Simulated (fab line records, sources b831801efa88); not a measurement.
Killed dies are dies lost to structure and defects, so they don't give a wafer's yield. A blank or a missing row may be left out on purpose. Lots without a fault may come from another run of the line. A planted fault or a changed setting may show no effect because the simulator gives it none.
Which tool did it? | flow gf180mcu | 11 lots, 33 wafers sampled, at 5 steps of a route of 602

WHAT THE GAUGES READ, wafer by wafer
GF_STI_THK_MEAS_04.
lot  | measured    | on            | STI_CVD_03_THK (nm)
L905 | day 1 13:34 | film_metro-03 | 205.4 204.8 205.4
L906 | day 1 18:34 | film_metro-01 | 205.6 206.3 205.8
L907 | day 1 23:34 | film_metro-01 | 211.3 208.4 208.9
L908 | day 2 04:34 | film_metro-03 | 207.7 206.0 207.5
L909 | day 2 10:05 | film_metro-04 | 202.7 205.2 205.4
L910 | day 2 14:34 | film_metro-01 | 205.7 205.1 206.9
L914 | day 3 10:35 | film_metro-03 | 203.3 203.3 204.2
L915 | day 3 15:34 | film_metro-04 | 171.3 170.8 172.9
L917 | day 4 02:23 | film_metro-03 | 172.7 172.6 173.5
L919 | day 4 13:43 | film_metro-03 | 205.3 206.7 206.8
L927 | day 6 06:04 | film_metro-03 | 201.7 200.7 200.3

GF_VT_IMPLANT_RS_MEAS_46: measures by four-point-probe.
lot  | measured     | on            | MVSD_RS (ohm/sq)
L905 | day 7 16:50  | film_metro-02 | 458.3 457.7 455.6
L906 | day 7 20:37  | film_metro-01 | 456.3 458.2 458.0
L907 | day 8 08:37  | film_metro-04 | 454.8 455.3 455.0
L908 | day 8 17:50  | film_metro-04 | 456.7 455.6 455.9
L909 | day 8 20:34  | film_metro-01 | 455.8 456.9 457.0
L910 | day 9 00:56  | film_metro-01 | 455.7 455.4 455.8
L914 | day 10 03:11 | film_metro-04 | 454.6 454.3 455.5
L915 | day 10 10:53 | film_metro-04 | 456.5 455.8 455.3
L917 | day 11 04:28 | film_metro-01 | 455.9 456.2 456.5
L919 | day 11 17:20 | film_metro-02 | 455.8 456.1 455.5
L927 | day 14 00:07 | film_metro-02 | 456.0 457.6 456.9

WHICH TOOL RAN EACH LOT (tool, then ch and the chambers of the sampled wafers, then the start)
lot  | GF_STI_CVD_03              | GF_STI_ETCH_13                    | GF_DNWELL_STRIP_08
L905 | lpcvd-01 ch 0, day 1 11:34 | rie_diel-01 ch 0,1,3, day 2 02:23 | plasma_asher-04 ch 0,1, day 2 19:32
L906 | lpcvd-01 ch 0, day 1 16:34 | rie_diel-03 ch 0,1,2, day 2 07:16 | plasma_asher-02 ch 1, day 3 00:26
L907 | lpcvd-02 ch 1, day 1 21:34 | rie_diel-02 ch 0,2,3, day 2 12:20 | plasma_asher-02 ch 0,1, day 3 08:26
L908 | lpcvd-01 ch 0, day 2 02:34 | rie_diel-02 ch 0,1,3, day 2 17:47 | plasma_asher-02 ch 0,1, day 3 15:11
L909 | lpcvd-01 ch 0, day 2 08:05 | rie_diel-01 ch 1,3, day 2 22:14   | plasma_asher-04 ch 0,1, day 3 17:31
L910 | lpcvd-02 ch 0, day 2 12:34 | rie_diel-03 ch 0,1,2, day 3 03:27 | plasma_asher-02 ch 0,1, day 3 20:50
L914 | lpcvd-01 ch 1, day 3 08:34 | rie_diel-02 ch 1,2, day 3 23:48   | plasma_asher-03 ch 0,1, day 4 18:16
L915 | lpcvd-02 ch 0, day 3 13:34 | rie_diel-03 ch 1,2,3, day 4 04:51 | plasma_asher-03 ch 0,1, day 5 00:19
L917 | lpcvd-02 ch 0, day 4 00:24 | rie_diel-03 ch 1,2, day 4 15:45   | plasma_asher-03 ch 0,1, day 5 13:17
L919 | lpcvd-01 ch 0, day 4 11:44 | rie_diel-03 ch 0,2,3, day 5 03:39 | plasma_asher-03 ch 0,1, day 5 23:10
L927 | lpcvd-01 ch 1, day 6 01:34 | rie_diel-02 ch 1,2, day 6 21:43   | plasma_asher-03 ch 0,1, day 7 18:04
- GF_STI_CVD_03: deposits Si3N4 from DCS/NH3, target thk 207.16 nm, time 3551 s.
- GF_STI_ETCH_13: etches the open film in CHF3/O2, stops on Si, target depth 282.31 nm, time 112.9 s.
- GF_DNWELL_STRIP_08: strips in O2/N2.

WHAT THE TOOLS THEMSELVES READ (means of the sampled wafers that have a number; where no wafer has one, the mark that the record gives instead)
GF_STI_CVD_03.
lot  | tool     | spike_tc_centre_C (C) | zone_power_upper_pct (%)
L905 | lpcvd-01 | 770.7                 | 14.9
L906 | lpcvd-01 | 770.4                 | 15.0
L907 | lpcvd-02 | 770.4                 | 15.8
L908 | lpcvd-01 | 770.1                 | 15.0
L909 | lpcvd-01 | 770.7                 | 15.0
L910 | lpcvd-02 | 770.3                 | 16.7
L914 | lpcvd-01 | 769.5                 | 10.6
L915 | lpcvd-02 | 769.2                 | 16.9
L917 | lpcvd-02 | 769.0                 | 16.5
L919 | lpcvd-01 | 769.9                 | 14.9
L927 | lpcvd-01 | 769.8                 | 10.7

GF_STI_ETCH_13.
lot  | tool        | O2_flow_sccm (sccm) | drypump_motor_current_A (A) | oes_product_au (a.u.) | throttle_valve_pct (%)
L905 | rie_diel-01 | 4.995               | 5.7                         | 0.827                 | 8.808
L906 | rie_diel-03 | 4.994               | 5.7                         | 0.827                 | 8.824
L907 | rie_diel-02 | 5.003               | 5.4                         | 0.837                 | 8.819
L908 | rie_diel-02 | 5.011               | 5.3                         | 0.836                 | 8.804
L909 | rie_diel-01 | 4.990               | 6.0                         | 0.829                 | 8.813
L910 | rie_diel-03 | 5.005               | 5.7                         | 0.828                 | 8.809
L914 | rie_diel-02 | 5.001               | 4.8                         | 0.825                 | 8.813
L915 | rie_diel-03 | 4.997               | 5.4                         | 0.756                 | 8.791
L917 | rie_diel-03 | 4.996               | 5.1                         | 0.758                 | 8.795
L919 | rie_diel-03 | 5.007               | 5.6                         | 0.829                 | 8.812
L927 | rie_diel-02 | 4.997               | 4.8                         | 0.812                 | 8.808

GF_DNWELL_STRIP_08.
lot  | tool            | drypump_motor_current_A (A) | heater_power_w (W) | oes_product_au (a.u.) | strip_time_to_endpoint_s (s)
L905 | plasma_asher-04 | 5.9                         | 333                | 0.725                 | 36.95
L906 | plasma_asher-02 | 5.6                         | 275                | 0.723                 | 37.03
L907 | plasma_asher-02 | 5.7                         | 306                | 0.716                 | 36.98
L908 | plasma_asher-02 | 5.7                         | 297                | 0.718                 | 36.71
L909 | plasma_asher-04 | 5.9                         | 327                | 0.722                 | 37.08
L910 | plasma_asher-02 | 5.7                         | 303                | 0.721                 | 36.93
L914 | plasma_asher-03 | 5.4                         | 310                | 0.723                 | 37.02
L915 | plasma_asher-03 | 5.3                         | 304                | 0.723                 | 37.04
L917 | plasma_asher-03 | 5.4                         | 307                | 0.721                 | 37.12
L919 | plasma_asher-03 | 5.3                         | 307                | 0.726                 | 37.10
L927 | plasma_asher-03 | 5.4                         | 307                | 0.724                 | 37.01

THE ANSWER, worked out from the rows above alone
Rule: what is usual is taken from the lots themselves. Put in order of their means at a reading, lots are off if they are a third of the lots or fewer, leave a main group of 4 or more, and stand apart from it by a gap of 3 or more times the standard deviation of the main group's means; of several such gaps the widest counts. A main group whose means are all the same, to the digits that the tables above print for the reading, isn't used. A lot without any number at a reading at which 4 lots or more have one is off too. The other lots that the step has rows for count as sound. The gauges are gone through in route order, then the tools' own readings, and for those a lot's mean is taken as printed above. The first step at which some lot is off is used, and at that step the reading that is off furthest; a lot without a number counts as furthest.
Off: L915, L917, at GF_STI_THK_MEAS_04 (STI_CVD_03_THK). The main group: mean 205.4 nm, standard deviation 2.3.
A tool fits if, at a process step before that reading, it ran every lot that is off, and no sound lot after the first of them. The gauges at GF_STI_THK_MEAS_04 aren't tried: what is off there is off at GF_STI_ETCH_13 too, on other tools, and a gauge's error can't cause that. One fits: lpcvd-02 at GF_STI_CVD_03. Its last sound lot is L910 (day 2 12:34), its first lot that is off L915 (day 3 13:34): a fault that began between those two fits.

WHAT THE SIMULATOR HAD PUT IN
Site profile drift: lpcvd-02, from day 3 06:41 on, at GF_STI_CVD_03. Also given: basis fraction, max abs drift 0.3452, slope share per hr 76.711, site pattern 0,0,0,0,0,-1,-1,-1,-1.
Lots struck among those shown: L915, L917. The rule above found the same.
